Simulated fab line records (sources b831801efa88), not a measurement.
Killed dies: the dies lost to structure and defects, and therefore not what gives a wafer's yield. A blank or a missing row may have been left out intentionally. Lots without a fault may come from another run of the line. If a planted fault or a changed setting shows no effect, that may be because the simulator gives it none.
What tool caused it?	flow gf180mcu	12 lots, 36 wafers sampled, at 5 steps of a route of 602

WHAT EACH GAUGE READ, for each wafer
GF_PSD_CD_MEAS_07: the cd target is 400 nm. Usual: cd nm at 400.1 nm, with a standard deviation of 2.2.
lot	measured	on	cd nm (nm)	flag
L542	day 15 01:13	cd sem-01	397.3 399.6 397.5	
L543	day 15 04:31	cd sem-01	402.5 402.7 401.3	
L549	day 17 08:10	cd sem-01	403.2 401.8 400.7	
L550	day 17 14:04	cd sem-02	398.0 396.1 397.6	
L554	day 18 18:57	cd sem-02	402.6 399.9 401.3	
L555	day 19 05:20	cd sem-01	400.0 399.9 400.5	
L556	day 19 11:14	cd sem-02	398.2 398.0 399.8	
L559	day 20 16:10	cd sem-01	399.2 400.9 401.0	
L560	day 20 22:02	cd sem-02	400.1 400.7 401.3	
L562	day 21 14:29	cd sem-01	403.2 402.9 404.5	
L563	day 21 19:06	cd sem-02	397.7 399.3 398.4	
L564	day 22 01:17	cd sem-01	395.3 397.4 393.8	

TOOL THAT RAN EACH LOT (tool first, then ch and the chambers of the sampled wafers, then the start)
lot	GF_DNWELL_COAT_02	GF_DNWELL_STRIP_08	GF_HV_LDD_STRIP_37	GF_NSD_STRIP_11
L542	litho track-03 ch 0, day 3 01:41	plasma asher-02 ch 0,1, day 3 08:22	plasma asher-02 ch 0,1, day 12 08:56	plasma asher-03 ch 0,1, day 14 04:29
L543	litho track-02 ch 0, day 3 02:08	plasma asher-03 ch 0,1, day 3 08:43	plasma asher-02 ch 0,1, day 12 11:50	plasma asher-04 ch 0, day 14 07:47
L549	litho track-02 ch 0, day 4 07:17	plasma asher-04 ch 0,1, day 4 14:11	plasma asher-03 ch 0,1, day 14 09:54	plasma asher-04 ch 0,1, day 16 09:05
L550	litho track-01 ch 0, day 4 12:33	plasma asher-02 ch 0, day 4 20:09	plasma asher-04 ch 0,1, day 14 16:05	plasma asher-01 ch 1, day 16 14:53
L554	litho track-02 ch 0, day 5 08:37	plasma asher-02 ch 0,1, day 5 15:49	plasma asher-03 ch 0,1, day 15 18:41	plasma asher-04 ch 0,1, day 17 19:03
L555	litho track-01 ch 0, day 5 12:27	plasma asher-02 ch 0,1, day 5 20:18	plasma asher-02 ch 0,1, day 16 04:02	plasma asher-03 ch 0,1, day 18 05:02
L556	litho track-01 ch 0, day 5 18:09	plasma asher-04 ch 0,1, day 6 02:06	plasma asher-04 ch 0,1, day 16 08:49	plasma asher-01 ch 0,1, day 18 10:52
L559	litho track-03 ch 0, day 6 09:55	plasma asher-04 ch 0,1, day 6 17:59	plasma asher-02 ch 0,1, day 17 12:17	plasma asher-04 ch 0,1, day 19 15:56
L560	litho track-01 ch 0, day 6 15:03	plasma asher-02 ch 0,1, day 6 23:03	plasma asher-03 ch 0,1, day 17 17:56	plasma asher-04 ch 0,1, day 19 21:44
L562	litho track-03 ch 0, day 7 01:40	plasma asher-03 ch 0,1, day 7 10:16	plasma asher-03 ch 0,1, day 18 10:18	plasma asher-04 ch 0,1, day 20 14:24
L563	litho track-01 ch 0, day 7 06:07	plasma asher-04 ch 0,1, day 7 14:44	plasma asher-03 ch 0,1, day 18 16:17	plasma asher-03 ch 0,1, day 20 19:44
L564	litho track-01 ch 0, day 7 12:47	plasma asher-03 ch 0,1, day 7 20:38	plasma asher-02 ch 0,1, day 18 20:57	plasma asher-03 ch 0,1, day 21 00:58
- GF_DNWELL_COAT_02: resist thk 3000 nm.
- GF_DNWELL_STRIP_08: strips in O2/N2.
- GF_HV_LDD_STRIP_37: strips in O2/N2.
- GF_NSD_STRIP_11: strips in O2/N2.

AS READ BY THE TOOLS THEMSELVES (means over the sampled wafers that have a number; for cases with no such wafer, the mark the record gives instead)
GF_DNWELL_STRIP_08. Usual: drypump motor current A 5.6 A, standard deviation 0.57; heater power w 322 W, standard deviation 39; oes product au 0.722 a.u., standard deviation 0.0045; strip time to endpoint s 36.97 s, standard deviation 0.11.
lot	tool	drypump motor current A (A)	heater power w (W)	oes product au (a.u.)	strip time to endpoint s (s)	flag
L542	plasma asher-02	5.5	308	0.721	37.08	
L543	plasma asher-03	5.8	338	0.727	36.90	
L549	plasma asher-04	5.8	299	0.724	36.00	OFF
L550	plasma asher-02	4.8	323	0.722	37.07	
L554	plasma asher-02	5.1	314	0.726	36.00	OFF
L555	plasma asher-02	5.5	309	0.723	36.90	
L556	plasma asher-04	6.1	312	0.715	36.89	
L559	plasma asher-04	6.1	320	0.717	36.93	
L560	plasma asher-02	5.5	308	0.720	36.96	
L562	plasma asher-03	5.7	337	0.723	36.94	
L563	plasma asher-04	5.8	295	0.723	37.06	
L564	plasma asher-03	5.4	368	0.726	36.99	

GF_HV_LDD_STRIP_37. Usual: drypump motor current A 5.5 A, standard deviation 0.55; heater power w 321 W, standard deviation 35; oes product au 0.715 a.u., standard deviation 0.0039; strip time to endpoint s 12.63 s, standard deviation 0.037.
lot	tool	drypump motor current A (A)	heater power w (W)	oes product au (a.u.)	strip time to endpoint s (s)	flag
L542	plasma asher-02	5.1	314	0.715	12.60	
L543	plasma asher-02	5.2	321	0.717	12.59	
L549	plasma asher-03	5.7	341	0.713	12.58	
L550	plasma asher-04	5.8	299	0.713	12.64	
L554	plasma asher-03	5.4	369	0.715	12.68	
L555	plasma asher-02	5.2	314	0.720	12.57	
L556	plasma asher-04	6.1	313	0.717	12.62	
L559	plasma asher-02	5.2	311	0.716	12.65	
L560	plasma asher-03	5.7	333	0.714	12.68	
L562	plasma asher-03	5.5	372	0.718	12.69	
L563	plasma asher-03	5.4	373	0.719	12.63	
L564	plasma asher-02	5.5	308	0.715	12.64	

GF_NSD_STRIP_11. Usual: drypump motor current A 5.7 A, standard deviation 0.53; heater power w 320 W, standard deviation 39; oes product au 0.487 a.u., standard deviation 0.0047; strip time to endpoint s 22.96 s, standard deviation 0.044.
lot	tool	drypump motor current A (A)	heater power w (W)	oes product au (a.u.)	strip time to endpoint s (s)	flag
L542	plasma asher-03	5.4	368	0.487	22.91	
L543	plasma asher-04	6.5	334	0.484	22.92	
L549	plasma asher-04	5.8	293	0.483	23.01	
L550	plasma asher-01	5.1	296	0.491	23.02	
L554	plasma asher-04	5.8	297	0.488	23.01	
L555	plasma asher-03	5.5	369	0.488	22.93	
L556	plasma asher-01	5.5	302	0.484	22.90	
L559	plasma asher-04	5.8	306	0.487	23.00	
L560	plasma asher-04	5.8	311	0.483	22.95	
L562	plasma asher-04	5.7	306	0.483	22.95	
L563	plasma asher-03	5.4	368	0.489	22.96	
L564	plasma asher-03	5.8	336	0.487	22.87	

THE ANSWER, worked out from the rows above alone
Rule: take the mean of a lot's wafers that have a number; if it is more than 3 standard deviations from the usual mean, the lot is off. Also off: a lot with no number at a reading for which 4 or more lots have one. The other lots that the step has rows for count as sound. The gauges are gone through in route order, then the tools' own readings, and for those a lot's mean is taken as printed above. At the first step where some lot is off, the reading lying furthest off is the one used; lots without a number count as furthest.
Off: L549, L554 (GF_DNWELL_STRIP_08, strip time to endpoint s).
If a tool, at that step or one of the process steps before it, ran each lot that is off and ran no sound lot following the first of them, it fits. One candidate fits, namely litho track-02 at GF_DNWELL_COAT_02. A fault onset in the window from L543 (day 3 02:08, its last sound lot) to L549 (day 4 07:17, its first lot off) fits.

WHAT HAD BEEN PUT IN BY THE SIMULATOR
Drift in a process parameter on litho track-02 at GF_DNWELL_COAT_02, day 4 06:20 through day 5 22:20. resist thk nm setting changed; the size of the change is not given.
Lots struck among those shown: L549, L554. Same finding as the rule above.
